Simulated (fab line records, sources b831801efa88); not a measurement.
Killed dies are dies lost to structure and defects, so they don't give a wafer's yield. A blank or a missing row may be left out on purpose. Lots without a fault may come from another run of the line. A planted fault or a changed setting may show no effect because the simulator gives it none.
A struck lot beside a sound one | flow sky130 | 16 steps out of a route of 708
Sound: wafers L923.2, L923.5, L923.6. Struck: wafers L927.3, L927.4, L927.6. The cause comes at the end.
At each step with rows: each side's tool, then ch and its chambers, then its first start. Under that, the readings that differ: sound wafers | struck wafers | difference of the means | sigmas: that difference in standard deviations of wafers without a fault.
alike: readings whose means differ by less than 2 such deviations, and words and numbers that are the same on both sides. not compared: withheld readings, readings that some wafer has no value for, bounds like >300 that may hide the same value, and numbers for which the record gives no deviation and whose values overlap.
The two part at a step that has a row with sigmas, a row that says differs or no value, or rows on one side only. Numbers that don't overlap but have no deviation are shown without sigmas and don't part them. A reading that every wafer of one side lacks parts them only if that side has two wafers or more.

SKY_SPACER_THK_MEAS_01:
  sound on film_metro-03, day 23 22:38; struck on film_metro-03, day 25 12:14
  alike: SPACER_CVD_00_THK
SKY_SPACER_ETCHBACK_02: etches Si3N4 in CH3F/O2, stops on SiO2, time 46.7 s, target depth 45 nm.
  sound on rie_diel-03 ch 2,3, day 23 22:41; struck on rie_diel-03 ch 0,1,3, day 25 12:17
  alike: drypump_motor_current_A, oes_product_au, throttle_valve_pct
  not compared: rf_hours_counter_h
then, 8 steps without rows for these wafers: SKY_POLY_CUT_DEHYDRATE_00 (time 60 s); SKY_POLY_CUT_HMDS_01 (prime time 60 s); SKY_POLY_CUT_COAT_02 (resist thk 60 nm); SKY_POLY_CUT_COAT_03 (resist thk 450 nm); SKY_POLY_CUT_SOFTBAKE_04 (time 90 s); SKY_POLY_CUT_EXPOSE_05 (exposes mask NPCM, target cd 270 nm); SKY_POLY_CUT_PEB_06; SKY_POLY_CUT_DEVELOP_07 (develop time 60 s).
SKY_POLY_CUT_CD_MEAS_08: target cd 270 nm.
  sound on cd_sem-01, day 25 03:48; struck on cd_sem-01, day 26 17:25
  alike: cd_nm
SKY_POLY_CUT_OVL_MEAS_09:
  sound on overlay-01, day 25 03:54; struck on overlay-02, day 26 17:31
  alike: POLY_CUT_OVL
SKY_POLY_CUT_ETCH_10: etches BARC in N2/H2, stops on SiO2, time 45.9 s, target depth 60 nm.
  sound on rie_diel-03 ch 0,3, day 25 03:56; struck on rie_diel-02 ch 1,2, day 26 17:32
  no value came back on the struck wafers for any of 6 readings (bias_w (W), chamber_pressure_mTorr (mTorr) and others); on the sound wafers bias_w (W) reads 100.4 100.0 100.4
  reading                                         | sound             | struck            | difference | sigmas
  model.KrF-thick_of_POLY_CUT_COAT_03.thk_nm (nm) | 406.5 408.4 407.5 | 438.5 437.8 438.9 | +30.9      |
  not compared: rf_hours_counter_h
SKY_POLY_CUT_ETCH_11: etches Si3N4 in CF4/CH2F2/Ar, stops on poly-Si, time 42.5 s, target depth 60 nm.
  sound on rie_diel-03 ch 0,3, day 25 03:58; struck on rie_diel-02 ch 1,2, day 26 17:35
  reading                | sound                | struck               | difference | sigmas
  oes_product_au (a.u.)  | 0.824 0.815 0.827    | 0.374 0.383 0.371    | -0.446     | -67
  throttle_valve_pct (%) | 14.986 15.000 14.991 | 14.949 14.954 14.929 | -0.048     | -5
  alike: bias_w, cf4_flow_sccm, drypump_motor_current_A
  not compared: rf_hours_counter_h
SKY_POLY_CUT_STRIP_12: strips in O2/N2.
  sound on plasma_asher-02 ch 0,1, day 25 04:01; struck on plasma_asher-02 ch 0,1, day 26 17:40
  reading                      | sound             | struck            | difference | sigmas
  oes_product_au (a.u.)        | 0.453 0.463 0.454 | 0.471 0.466 0.463 | +0.010     | +2
  strip_time_to_endpoint_s (s) | 5.322 5.367 5.347 | 5.656 5.651 5.643 | +0.305     | +18
  alike: drypump_motor_current_A
  not compared: rf_hours_counter_h
-- the record jumps here: 21 days lie between the struck wafers' starts before and after (it left off in module POLY_CUT and takes up again in module PAD_OPEN, whose first step shown is number 708 of the route) --
SKY_PAD_OPEN_PROBE_99:
  sound on prober-01, day 46 08:48; struck on prober-02, day 47 11:41
  reading             | sound    | struck      | difference | sigmas
  killed_at_front_end | 19 15 14 | 422 419 420 | +404       | +90
  killed_dies         | 90 85 91 | 492 492 492 | +403       | +40
  killed_on_rim       | 13 17 15 | 96 96 96    | +81        | +23
  alike: killed_at_M0_to_M3, killed_at_M4_up, killed_at_contacts, killed_at_other, killed_open, killed_short

WHERE THEY PART
First at SKY_POLY_CUT_ETCH_10; last, within this record, at SKY_PAD_OPEN_PROBE_99.

WHY: what the simulator had put in
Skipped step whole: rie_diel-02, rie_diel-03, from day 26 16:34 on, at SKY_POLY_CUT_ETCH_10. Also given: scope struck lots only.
